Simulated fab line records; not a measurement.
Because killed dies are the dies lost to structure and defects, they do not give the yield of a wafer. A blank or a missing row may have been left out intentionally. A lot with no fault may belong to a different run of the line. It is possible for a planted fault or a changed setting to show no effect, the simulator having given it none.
Comparing a struck lot with a sound one ; flow sfq line ; 21 out of 325 route steps
Sound: the wafers L434.1, L434.5, L434.6. Struck: wafers L440.1, L440.2, L440.3. Last of all comes the cause.
Per side, at each step with rows, come the tool, then ch with its chambers, and then its first start. Under that, the readings that differ: sound wafers ; struck wafers ; difference of the means ; sigmas: that difference in standard deviations of wafers without a fault.
alike: a reading whose means differ by less than 2 such deviations, as well as words and numbers matching on both sides. not compared: withheld readings; readings where some wafer has no value; bounds like >300 that might hide an equal value; numbers whose values overlap and for which the record gives no deviation.
A row with sigmas, a row that says differs or no value, or rows on one side alone: a step with any of these is where the two part. When numbers do not overlap yet have no deviation, they are printed without sigmas and do not part them. Lack of a reading on every wafer of one side parts them only where that side has two or more wafers.

first, 6 steps without rows for these wafers: SFQ_TRILAYER_I5_LITHO_COAT_149 (resist thk 62 nm); SFQ_TRILAYER_I5_LITHO_COAT_144 (resist thk 650 nm); SFQ_TRILAYER_I5_LITHO_SOFTBAKE_148; SFQ_TRILAYER_I5_LITHO_EXPOSE_145 (exposes mask I5, target cd 700 nm); SFQ_TRILAYER_I5_LITHO_PEB_147 (peb time 60 s); SFQ_TRILAYER_I5_LITHO_DEVELOP_146 (time 60 s).
SFQ_I5_OVL_MEAS_936:
  sound on overlay-01 at day 61 08:37; struck on overlay-02 at day 72 12:42
  alike: I5_OVL
SFQ_TRILAYER_I5_BARC_OPEN_VIA_ETCH_200: etches BARC in O2, target depth 125 nm, time 41.7 s.
  sound on rie diel-03 ch 0,1,3, day 61 08:39; struck on rie diel-03 ch 0,2,3, day 72 12:44
  alike: drypump motor current A, oes product au
  not compared: rf hours counter h
SFQ_TRILAYER_I5_ETCH_VIA_ETCH_147: etches the open film in CHF3, stops on Nb, target depth 360 nm.
  sound on rie diel-03 ch 0,1,3, day 61 08:41; struck on rie diel-03 ch 0,2,3, day 72 12:47
  alike: drypump motor current A, oes product au
SFQ_TRILAYER_I5_STRIP_STRIP_148: strips in O2.
  sound on rie metal-02 ch 0,1, day 61 08:50; struck on rie metal-01 ch 0,1, day 72 12:56
  alike: drypump motor current A, oes product au
  not compared: rf hours counter h
then, 2 steps without rows for these wafers: SFQ_TRILAYER_I5_STRIP_SOLV_CLEAN_149 (cleans in NMP, time 600 s); SFQ_TRILAYER_C5_LITHO_COAT_156 (resist thk 62 nm).
SFQ_TRILAYER_C5_LITHO_COAT_151: resist thk 650 nm.
  sound on litho track-03 ch 0, day 61 10:03; struck on litho track-04 ch 0, day 72 14:00
reading;sound;struck;difference;sigmas
model.KrF_of_TRILAYER_C5_LITHO_COAT_151.thk nm (nm);654.7 655 655.6;692.1 692.2 691.4;+36.8;
then, 4 steps without rows for these wafers: SFQ_TRILAYER_C5_LITHO_SOFTBAKE_155; SFQ_TRILAYER_C5_LITHO_EXPOSE_152 (exposes mask C5, target cd 500 nm); SFQ_TRILAYER_C5_LITHO_PEB_154 (peb time 60 s); SFQ_TRILAYER_C5_LITHO_DEVELOP_153 (time 60 s).
-- the record jumps here: 4 days lie between the struck wafers' starts before and after --
SFQ_C5_OVL_MEAS_937:
  sound on overlay-01 at day 62 01:52; struck on overlay-01 at day 76 10:59
  alike: C5_OVL
SFQ_TRILAYER_C5_BARC_OPEN_VIA_ETCH_210: etches BARC in O2, target depth 125 nm, time 41.7 s.
  sound on rie diel-04 ch 0,1,2, day 62 01:53; struck on rie diel-04 ch 0,1,3, day 76 11:01
  alike: drypump motor current A, oes product au
  not compared: rf hours counter h
SFQ_TRILAYER_C5_ETCH_VIA_ETCH_154: etches SiO2 in CHF3, stops on Nb, target depth 84 nm.
  sound on rie diel-04 ch 0,1,2, day 62 01:56; struck on rie diel-04 ch 0,1,3, day 76 11:03
reading;sound;struck;difference;sigmas
model.KrF_of_TRILAYER_C5_LITHO_COAT_151.thk nm (nm);566.8 567.4 567.5;603.7 604.9 604.7;+37.2;
  alike: drypump motor current A, oes product au
SFQ_TRILAYER_C5_STRIP_STRIP_155: strips in O2.
  sound on rie metal-04 ch 0,1, day 62 01:59; struck on rie metal-04 ch 0,1, day 76 11:06
  alike: drypump motor current A, oes product au
  not compared: rf hours counter h

## WHERE THEY PART
Nowhere in this record.

WHY: what had been put in by the simulator
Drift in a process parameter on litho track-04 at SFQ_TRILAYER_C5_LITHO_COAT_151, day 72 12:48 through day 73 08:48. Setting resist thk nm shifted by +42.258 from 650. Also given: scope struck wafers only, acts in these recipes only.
